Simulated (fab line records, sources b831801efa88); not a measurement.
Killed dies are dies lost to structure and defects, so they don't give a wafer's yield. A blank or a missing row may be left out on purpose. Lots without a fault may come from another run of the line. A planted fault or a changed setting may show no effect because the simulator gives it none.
Which tool did it? | flow gf180mcu | 12 lots, 36 wafers sampled, at 1 step of a route of 602

WHAT THE GAUGES READ, wafer by wafer
GF_STI_THK_MEAS_02.
lot  | measured    | on            | STI_OXIDATION_THK (nm)
L075 | day 1 16:31 | film_metro-04 | 10.02 9.92 10.08
L077 | day 2 03:20 | film_metro-03 | 10.31 10.31 10.21
L079 | day 2 12:31 | film_metro-04 | 10.17 10.27 10.13
L081 | day 2 23:44 | film_metro-04 | 9.72 9.70 9.81
L083 | day 3 08:46 | film_metro-04 | 9.99 9.96 9.93
L085 | day 3 18:31 | film_metro-02 | 10.09 10.07 10.14
L087 | day 4 04:43 | film_metro-02 | 10.10 9.85 9.81
L089 | day 4 14:31 | film_metro-02 | 9.76 9.74 9.87
L091 | day 5 00:31 | film_metro-03 | 10.01 9.97 9.85
L093 | day 5 10:31 | film_metro-04 | 10.26 10.15 10.03
L095 | day 5 20:31 | film_metro-02 | 9.87 9.95 9.92
L097 | day 6 07:41 | film_metro-02 | 9.97 9.89 9.68

WHICH TOOL RAN EACH LOT (tool, then ch and the chambers of the sampled wafers, then the start)
The record holds no process step before these readings.

THE ANSWER, worked out from the rows above alone
Rule: what is usual is taken from the lots themselves. Put in order of their means at a reading, lots are off if they are a third of the lots or fewer, leave a main group of 4 or more, and stand apart from it by a gap of 3 or more times the standard deviation of the main group's means; of several such gaps the widest counts. A main group whose means are all the same, to the digits that the tables above print for the reading, isn't used. A lot without any number at a reading at which 4 lots or more have one is off too. The other lots that the step has rows for count as sound.
No lot is off at any reading shown: from this, nothing can be told.

WHAT THE SIMULATOR HAD PUT IN
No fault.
